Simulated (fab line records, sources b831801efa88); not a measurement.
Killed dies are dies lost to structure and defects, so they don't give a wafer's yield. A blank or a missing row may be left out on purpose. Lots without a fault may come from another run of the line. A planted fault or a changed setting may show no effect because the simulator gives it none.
Chamber matching | flow sky130 | SKY_VIA1_CMP_02 on cmp-02: 4 sister chambers
The step polishes SiO2. 16 wafers are shown with their chamber, then 8 later ones without.

WAFERS WITH THEIR CHAMBER
wafer  | chamber | motor_current_A (A)
L077.1 | 0       | 9.8
L077.2 | 2       | 10.7
L077.4 | 1       | 10.4
L078.1 | 0       | 8.8
L078.5 | 2       | 10.7
L078.6 | 3       | 13.3
L081.1 | 1       | 11.2
L081.3 | 3       | 12.6
L081.4 | 0       | 9.6
L085.2 | 3       | 13.0
L085.4 | 0       | 9.2
L085.5 | 3       | 13.0
L087.2 | 1       | 10.8
L087.3 | 0       | 9.3
L087.5 | 3       | 12.7
L093.2 | 1       | 10.7

SIGNATURES (means of the wafers above)
reading         | chamber 0 | chamber 1 | chamber 2 | chamber 3 | scatter within a chamber
motor_current_A | 9.340     | 10.775    | 10.700    | 12.920    | 0.32
Rule: a wafer's distance from a chamber is the root of the sum, over the readings, of the square of ((its reading less the chamber's mean) divided by the reading's scatter). The wafer belongs to the nearest chamber; if the next one is less than 2 further off, it can't be placed. The scatter: the root of (the sum of the squares of (reading less its chamber's mean) over the shown wafers, divided by (wafers less chambers)).

WAFERS WITHOUT THEIR CHAMBER
wafer  | motor_current_A (A)
L093.3 | 13.4
L093.5 | 9.9
L095.1 | 9.7
L095.2 | 10.9
L095.5 | 10.9
L096.3 | 13.6
L096.4 | 10.2
L096.5 | 11.0

WHICH CHAMBER EACH WENT THROUGH
wafer  | from the rows above          | in truth
L093.3 | 3                            | 3
L093.5 | can't be placed: 0 or 2 or 1 | 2
L095.1 | 0                            | 0
L095.2 | can't be placed: 1 or 2      | 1
L095.5 | can't be placed: 1 or 2      | 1
L096.3 | 3                            | 3
L096.4 | can't be placed: 2 or 1 or 0 | 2
L096.5 | can't be placed: 1 or 2      | 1
Placed correctly: 3 of 8. Can't be placed from these rows: 5 (the true chamber is among the candidates in 5). Placed wrongly: 0.
